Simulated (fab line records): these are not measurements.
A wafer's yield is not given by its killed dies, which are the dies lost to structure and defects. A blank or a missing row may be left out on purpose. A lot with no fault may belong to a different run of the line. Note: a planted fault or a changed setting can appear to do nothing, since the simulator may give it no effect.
Which of the tools did it? -- flow gf180mcu -- 18 wafers sampled from 6 lots at 1 step of a route of 602

WHAT EACH GAUGE READ, for each wafer
GF_M3_RS_MEAS_05: measures by four-point-probe.
lot,measured,on,M3_ALCU_RS (ohm/sq)
L448,day 21 06:35,film-metro-01,0.0682 0.0684 0.0696
L451,day 22 05:37,film-metro-04,0.0700 0.0695 0.0690
L463,day 26 08:00,film-metro-04,0.0700 0.0698 0.0696
L465,day 26 21:14,film-metro-01,0.0691 0.0696 0.0692
L467,day 27 12:15,film-metro-03,0.0688 0.0682 0.0687
L469,day 28 03:02,film-metro-03,0.0701 0.0701 0.0698

WHAT TOOL EACH LOT RAN ON (gives the tool, then ch and the chambers of the sampled wafers, and finally the start)
The record holds no process step before these readings.

THE ANSWER, worked out from the rows above alone
Rule: usual is defined by the lots themselves. The widest of any qualifying gaps counts: lots, ordered by their means at a reading, are off when they make up no more than a third of the lots, leave a main group of 4 or more, and stand apart from it by 3 or more times the standard deviation of that group's means. Not used: any main group whose means are identical at the precision the tables above print for the reading. A lot without any number at a reading at which 4 lots or more have one is off too. Any other lot the step has rows for is counted as sound.
Nothing can be told from this: no lot is off at any reading shown.

WHAT THE SIMULATOR HAD PUT IN
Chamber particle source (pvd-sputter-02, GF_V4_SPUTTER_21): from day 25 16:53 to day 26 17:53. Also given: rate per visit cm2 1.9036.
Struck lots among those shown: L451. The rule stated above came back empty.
